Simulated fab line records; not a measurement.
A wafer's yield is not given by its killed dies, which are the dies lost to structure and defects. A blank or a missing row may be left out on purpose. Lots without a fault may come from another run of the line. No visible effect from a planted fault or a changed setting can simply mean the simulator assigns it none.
8D (eight disciplines) problem report, filled in by code || flow sky130 || the parts of the form that need people (team, actions taken, sign-off) are left out

1. THE PROBLEM
At SKY_NWELL_IMPLANT_24, beam-energy-keV averages 135.60 over 6 wafers from 2 lots, while fault-free wafers read 140.00, standard deviation 0.042. So: -99 or more standard deviations from the usual mean.
First seen on wafer L482.3, day 8 14:28, on implanter-01. At this step, 18 wafers from 6 lots have a number in the record. Rule for "out", or "out of limits": more than 4 standard deviations from the usual mean. The rest of the wafers with a number are treated as sound.

2. WHAT IT IS AND WHAT IT IS NOT
{"question": "which readings at this step", "is": "beam-energy-keV", "is not": "-"}
{"question": "which lots", "is": "L482, L483", "is not": "L478, L481, L485, L491"}
{"question": "which wafers of those lots", "is": "all that have a number", "is not": "-"}
{"question": "read on which tools", "is": "implanter-01", "is not": "implanter-02"}
{"question": "when", "is": "from day 8 14:28", "is not": "up to then (6 sound wafers); but 6 sound wafers of L485, L491 came after"}

3. THE SUSPECTS, EACH WITH WHAT RULES IT OUT
Counting: a tool stays on the suspect list if, at a process step up to the reading, it processed all lots that are out and no sound lot following the first of them.
- implanter-01 at SKY_NWELL_IMPLANT_24: kept. It processed each lot that is out, first L482 at day 8 14:28, and no sound lot thereafter; up to then, the last sound lot it processed was L481 at day 8 08:04. Out on those wafers are its own readings of beam-energy-keV.
The count leaves implanter-01 at SKY_NWELL_IMPLANT_24.

4. THE CAUSE (what the simulator had put in)
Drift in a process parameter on implanter-01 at SKY_NWELL_IMPLANT_24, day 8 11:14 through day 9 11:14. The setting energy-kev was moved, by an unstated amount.
After counting, this tool was the only one left.

5. THE CHAIN OF EFFECTS, in route order
Rows list readings where the struck wafers' mean (over those with a number) sits beyond 3 standard deviations from the usual. Only readings whose record carries a usual standard deviation are examined. hours: median over the lots of the time between each lot's start at the first step of this table that gives one and its start at this step. sigmas: the change, counted in usual standard deviations.
{"hours": 0, "step": "SKY_NWELL_IMPLANT_24", "reading": "beam-energy-keV", "usual": 140.00, "on struck wafers": 135.60, "change": -4.40, "sigmas": "-99 or more"}
Its process steps:
- SKY_NWELL_IMPLANT_24

6. WHAT WOULD HAVE CAUGHT IT SOONER
In this record no reading fell out of limits until day 8 14:28, 3 hours after the fault had begun at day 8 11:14.
